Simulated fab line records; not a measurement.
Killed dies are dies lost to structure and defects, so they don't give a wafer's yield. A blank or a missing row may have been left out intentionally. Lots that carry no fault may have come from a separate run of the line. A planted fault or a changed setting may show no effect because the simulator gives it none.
Comparing a struck lot with a sound one    flow sky130    25 out of 708 route steps
Sound: the wafers L409.1, L409.2, L409.6. Struck: wafer L420.6; the same lot's L420.4 was not struck, so it is left out; see the end for the cause.
For every step that has rows: the tool of each side, followed by ch and its chambers, followed by its first start. Under that, the readings that differ: sound wafers    struck wafers    difference of the means    sigmas: that difference in standard deviations of wafers without a fault.
alike: same words and numbers on both sides, and readings whose means sit less than 2 such deviations apart. not compared: any withheld reading, any reading some wafer has no value for, any bound like >300 that may hide the same value, and any number with overlapping values for which the record gives no deviation.
The two part at a step that has a row with sigmas, a row that says differs or no value, or rows on one side only. Numbers that don't overlap but have no deviation are shown without sigmas and don't part them. A reading that every wafer of one side lacks parts them only if that side has two wafers or more.

first, 3 steps without rows for these wafers: SKY_CAPM_EXPOSE_09 (exposes mask CAPM, target cd 1000 nm); SKY_CAPM_PEB_10; SKY_CAPM_DEVELOP_11 (develop time 60 s).
SKY_CAPM_OVL_MEAS_12:
  struck on overlay-01, day 42 15:00; sound on overlay-01, day 40 02:20
  alike: CAPM_OVL
SKY_CAPM_METAL_ETCH_13: etches TiN in Cl2/BCl3, stops on SiO2, target depth 220 nm, time 62.9 s.
  sound on rieMetal-01 ch 0,1, day 40 02:22; struck on rieMetal-04 ch 0, day 42 15:02
  alike: biasW, drypumpMotorCurrentA, heBacksideLeakSccm, oesProductAu, throttleValvePct
  not compared: rfHoursCounterH
SKY_CAPM_STRIP_14: strips in O2/N2.
  sound on plasmaAsher-01 ch 0,1, day 40 02:26; struck on plasmaAsher-01 ch 0, day 42 15:08
  alike: drypumpMotorCurrentA, n2FlowSccm, oesProductAu, stripTimeToEndpointS
  not compared: rfHoursCounterH
then, 6 steps without rows for these wafers: SKY_CAPM_STRIP_15 (strips in post etch residue remover, time 1200 s); SKY_CAPM_CLEAN_16 (cleans in IPA, time 180 s); SKY_CAPM_CLEAN_17 (cleans in O3/DIW); SKY_METAL3_DEHYDRATE_05 (time 60 s); SKY_METAL3_HMDS_06 (prime time 60 s); SKY_METAL3_COAT_07 (resist thk 60 nm).
SKY_METAL3_COAT_08: resist thk 1140 nm.
  sound on lithoTrack-03 ch 0, day 40 14:00; struck on lithoTrack-03 ch 0, day 43 03:00
reading                                       sound           struck  difference  sigmas
model.KrF-thick_of_METAL3_COAT_08.thkNm (nm)  1141 1139 1142  1248    +107        
then, 4 steps without rows for these wafers: SKY_METAL3_SOFTBAKE_09 (time 90 s); SKY_METAL3_EXPOSE_10 (exposes mask MM3, target cd 300 nm); SKY_METAL3_PEB_11; SKY_METAL3_DEVELOP_12 (develop time 60 s).
SKY_METAL3_CD_MEAS_13 targets a cd of 300 nm.
  struck on cdSem-01, day 43 14:22; sound on cdSem-02, day 41 03:19
reading    sound              struck  difference  sigmas
cdNm (nm)  299.4 299.8 299.1  304.2   +4.8        +3
SKY_METAL3_OVL_MEAS_14:
  struck on overlay-02, day 43 14:27; sound on overlay-02, day 41 03:26
  alike: METAL3_OVL
SKY_METAL3_DESCUM_15: chemistry O2, time 8 s.
  sound on rieMetal-03 ch 0,1, day 41 03:28; struck on rieMetal-03 ch 1, day 43 14:29
reading                 sound            struck  difference  sigmas
model.METAL3.cdNm (nm)  298.8 299 299.2  303.4   +4.4        
  alike: drypumpMotorCurrentA, heBacksideLeakSccm, oesProductAu
  not compared: rfHoursCounterH
SKY_METAL3_ETCH_16: etches BARC in N2/H2, stops on SiO2, time 88.2 s, target depth 60 nm.
  sound on rieMetal-03 ch 0,1, day 41 03:30; struck on rieMetal-03 ch 1, day 43 14:32
  alike: biasW, drypumpMotorCurrentA, h2FlowSccm, heBacksideLeakSccm, n2FlowSccm, oesProductAu, throttleValvePct
  not compared: rfHoursCounterH
SKY_METAL3_ETCH_17: etches SiO2 in C4F8/O2/Ar, stops on TiN, time 3.9 s, target depth 15 nm.
  sound on rieDiel-04 ch 0,2,3, day 41 03:35; struck on rieDiel-01 ch 3, day 43 14:35
reading                 sound              struck  difference  sigmas
model.METAL3.cdNm (nm)  297.9 298.6 299.1  302.5   +4.0        
  alike: biasW, oesProductAu
  not compared: rfHoursCounterH
SKY_METAL3_METAL_ETCH_18: etches the open film in Cl2/BCl3, stops on SiO2, target depth 845 nm, time 183.1 s.
  sound on rieMetal-02 ch 0,1, day 41 03:37; struck on rieMetal-02 ch 0, day 43 14:40
reading                                       sound              struck  difference  sigmas
model.KrF-thick_of_METAL3_COAT_08.thkNm (nm)  521.8 536.1 539.1  651.2   +118.9      
  alike: biasW, drypumpMotorCurrentA, heBacksideLeakSccm, oesProductAu, throttleValvePct
  not compared: rfHoursCounterH
SKY_METAL3_STRIP_19: strips in O2/N2.
  sound on plasmaAsher-04 ch 0,1, day 41 03:47; struck on plasmaAsher-02 ch 0, day 43 14:49
reading                   sound              struck  difference  sigmas
oesProductAu (a.u.)       0.494 0.506 0.510  0.555   +0.052      +9
stripTimeToEndpointS (s)  6.48 6.62 6.65     7.75    +1.17       +14
  alike: drypumpMotorCurrentA, n2FlowSccm
  not compared: rfHoursCounterH
then, 1 step without rows for these wafers: SKY_METAL3_STRIP_20 (strips in post etch residue remover, time 1200 s).

## WHERE THEY PART
First at SKY_METAL3_CD_MEAS_13; last, within this record, at SKY_METAL3_STRIP_19.

WHY: what the simulator had put in
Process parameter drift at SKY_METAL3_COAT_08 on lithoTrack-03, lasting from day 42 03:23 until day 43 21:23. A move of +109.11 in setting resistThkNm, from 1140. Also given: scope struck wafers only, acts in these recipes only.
